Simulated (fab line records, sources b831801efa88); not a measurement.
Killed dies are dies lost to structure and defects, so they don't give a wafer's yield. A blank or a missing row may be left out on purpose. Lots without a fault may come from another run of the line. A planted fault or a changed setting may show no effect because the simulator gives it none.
Which tool did it? | flow gf180mcu | 12 lots, 36 wafers sampled, at 5 steps of a route of 602

WHAT THE GAUGES READ, wafer by wafer
GF_NWELL_TW_MEAS_11.
lot  | measured    | on            | NWELL_TW
L497 | day 3 08:02 | film_metro-04 | 1669 1666 1659
L498 | day 3 11:52 | film_metro-02 | 1573 1561 1561
L499 | day 3 22:07 | film_metro-02 | 1637 1621 1634
L500 | day 4 01:39 | film_metro-04 | 1593 1584 1589
L501 | day 4 06:26 | film_metro-02 | 1646 1651 1632
L502 | day 4 10:37 | film_metro-04 | 1588 1579 1583
L509 | day 6 02:26 | film_metro-02 | 1552 1554 1550
L510 | day 6 07:37 | film_metro-02 | 1552 1549 1545
L513 | day 6 23:25 | film_metro-04 | 1588 1583 1584
L515 | day 7 11:38 | film_metro-01 | 1542 1541 1536
L519 | day 8 09:40 | film_metro-04 | 1585 1585 1586
L520 | day 8 13:35 | film_metro-04 | 1587 1589 1595

GF_VT_IMPLANT_RS_MEAS_47: measures by four-point-probe.
lot  | measured     | on            | NWELL_RS (ohm/sq)
L497 | day 7 13:17  | film_metro-04 | 428.5 429.4 429.3
L498 | day 7 19:48  | film_metro-04 | 489.7 487.9 488.0
L499 | day 8 05:54  | film_metro-02 | 431.9 431.5 431.5
L500 | day 8 12:46  | film_metro-02 | 488.3 489.8 486.8
L501 | day 8 15:28  | film_metro-04 | 431.1 430.4 428.6
L502 | day 8 21:34  | film_metro-02 | 488.9 490.0 491.3
L509 | day 10 21:18 | film_metro-04 | 487.1 487.9 487.3
L510 | day 11 04:50 | film_metro-01 | 487.4 488.5 487.5
L513 | day 11 23:50 | film_metro-02 | 490.5 490.0 489.8
L515 | day 12 13:23 | film_metro-01 | 488.6 487.7 488.6
L519 | day 13 18:07 | film_metro-04 | 489.4 489.0 488.3
L520 | day 13 23:22 | film_metro-02 | 489.1 489.1 487.8

GF_PSD_TW_MEAS_11.
lot  | measured     | on            | PSD_TW
L497 | day 14 13:09 | film_metro-03 | 3133 3128 3148
L498 | day 14 14:42 | film_metro-01 | 3107 3114 3131
L499 | day 15 13:26 | film_metro-04 | 3206 3182 3192
L500 | day 15 12:51 | film_metro-04 | 3187 3204 3200
L501 | day 15 15:21 | film_metro-03 | 3157 3156 3142
L502 | day 16 08:41 | film_metro-01 | 3119 3122 3114
L509 | day 18 07:59 | film_metro-01 | 3119 3132 3136
L510 | day 18 20:07 | film_metro-01 | 3127 3107 3122
L513 | day 19 18:11 | film_metro-01 | 3129 3135 3119
L515 | day 20 15:46 | film_metro-03 | 3112 3126 3124
L519 | day 21 22:13 | film_metro-04 | 3203 3203 3208
L520 | day 22 07:59 | film_metro-03 | 3138 3130 3119

WHICH TOOL RAN EACH LOT (tool, then ch and the chambers of the sampled wafers, then the start)
lot  | GF_NWELL_IMPLANT_09            | GF_HV_LDD_STRIP_37
L497 | implanter-02 ch 0, day 3 07:31 | plasma_asher-01 ch 0,1, day 11 20:46
L498 | implanter-02 ch 0, day 3 11:38 | plasma_asher-03 ch 0,1, day 11 21:40
L499 | implanter-02 ch 0, day 3 21:22 | plasma_asher-02 ch 0,1, day 12 20:56
L500 | implanter-02 ch 0, day 4 01:26 | plasma_asher-02 ch 0,1, day 12 19:27
L501 | implanter-02 ch 0, day 4 05:54 | plasma_asher-01 ch 0,1, day 12 21:37
L502 | implanter-03 ch 0, day 4 10:24 | plasma_asher-01 ch 0,1, day 13 13:43
L509 | implanter-03 ch 0, day 6 02:11 | plasma_asher-02 ch 0,1, day 15 08:53
L510 | implanter-03 ch 0, day 6 07:22 | plasma_asher-02 ch 0,1, day 15 20:44
L513 | implanter-04 ch 0, day 6 23:11 | plasma_asher-03 ch 0,1, day 16 15:28
L515 | implanter-03 ch 0, day 7 11:24 | plasma_asher-02 ch 0, day 17 09:53
L519 | implanter-04 ch 0, day 8 09:27 | plasma_asher-01 ch 0,1, day 18 18:08
L520 | implanter-02 ch 0, day 8 13:20 | plasma_asher-01 ch 0,1, day 19 04:11
- GF_NWELL_IMPLANT_09
- GF_HV_LDD_STRIP_37: strips in O2/N2.

WHAT THE TOOLS THEMSELVES READ (means of the sampled wafers that have a number; where no wafer has one, the mark that the record gives instead)
GF_HV_LDD_STRIP_37.
lot  | tool            | chamber_pressure_mTorr (mTorr) | drypump_motor_current_A (A) | heater_power_w (W) | n2_flow_sccm (sccm) | oes_product_au (a.u.) | strip_time_to_endpoint_s (s)
L497 | plasma_asher-01 | 1499.9                         | 5.6                         | 325                | 300.7               | 0.715                 | 12.61
L498 | plasma_asher-03 | 1499.2                         | 5.9                         | 353                | 299.2               | 0.715                 | 12.67
L499 | plasma_asher-02 | 1499.5                         | 6.1                         | 352                | 299.9               | 0.717                 | 12.67
L500 | plasma_asher-02 | 1499.6                         | 5.8                         | 351                | 300.7               | 0.716                 | 12.61
L501 | plasma_asher-01 | 1499.6                         | 5.5                         | 327                | 299.6               | 0.717                 | 12.60
L502 | plasma_asher-01 | 1498.5                         | 5.6                         | 327                | 301.1               | 0.716                 | 12.64
L509 | plasma_asher-02 | 1500.3                         | 5.8                         | 351                | 300.0               | 0.713                 | 12.63
L510 | plasma_asher-02 | 1499.6                         | 6.0                         | 354                | 300.8               | 0.716                 | 12.60
L513 | plasma_asher-03 | 1500.0                         | 5.9                         | 347                | 299.2               | 0.714                 | 12.63
L515 | plasma_asher-02 | 1499.7                         | 6.3                         | 343                | 300.8               | 0.719                 | 12.59
L519 | plasma_asher-01 | 1500.3                         | 5.8                         | 333                | 300.4               | 0.713                 | 12.64
L520 | plasma_asher-01 | 1500.5                         | 5.8                         | 330                | 300.5               | 0.716                 | 12.63

THE ANSWER, worked out from the rows above alone
Rule: what is usual is taken from the lots themselves. Put in order of their means at a reading, lots are off if they are a third of the lots or fewer, leave a main group of 4 or more, and stand apart from it by a gap of 3 or more times the standard deviation of the main group's means; of several such gaps the widest counts. A main group whose means are all the same, to the digits that the tables above print for the reading, isn't used. A lot without any number at a reading at which 4 lots or more have one is off too. The other lots that the step has rows for count as sound. The gauges are gone through in route order, then the tools' own readings, and for those a lot's mean is taken as printed above. The first step at which some lot is off is used, and at that step the reading that is off furthest; a lot without a number counts as furthest.
Off: L497, L499, L501, at GF_VT_IMPLANT_RS_MEAS_47 (NWELL_RS). The main group: mean 488.7 ohm/sq, standard deviation 0.86.
A tool fits if, at a process step before that reading, it ran every lot that is off, and no sound lot after the first of them. The gauges at GF_VT_IMPLANT_RS_MEAS_47 are tried like those tools. None of those tried fits.

WHAT THE SIMULATOR HAD PUT IN
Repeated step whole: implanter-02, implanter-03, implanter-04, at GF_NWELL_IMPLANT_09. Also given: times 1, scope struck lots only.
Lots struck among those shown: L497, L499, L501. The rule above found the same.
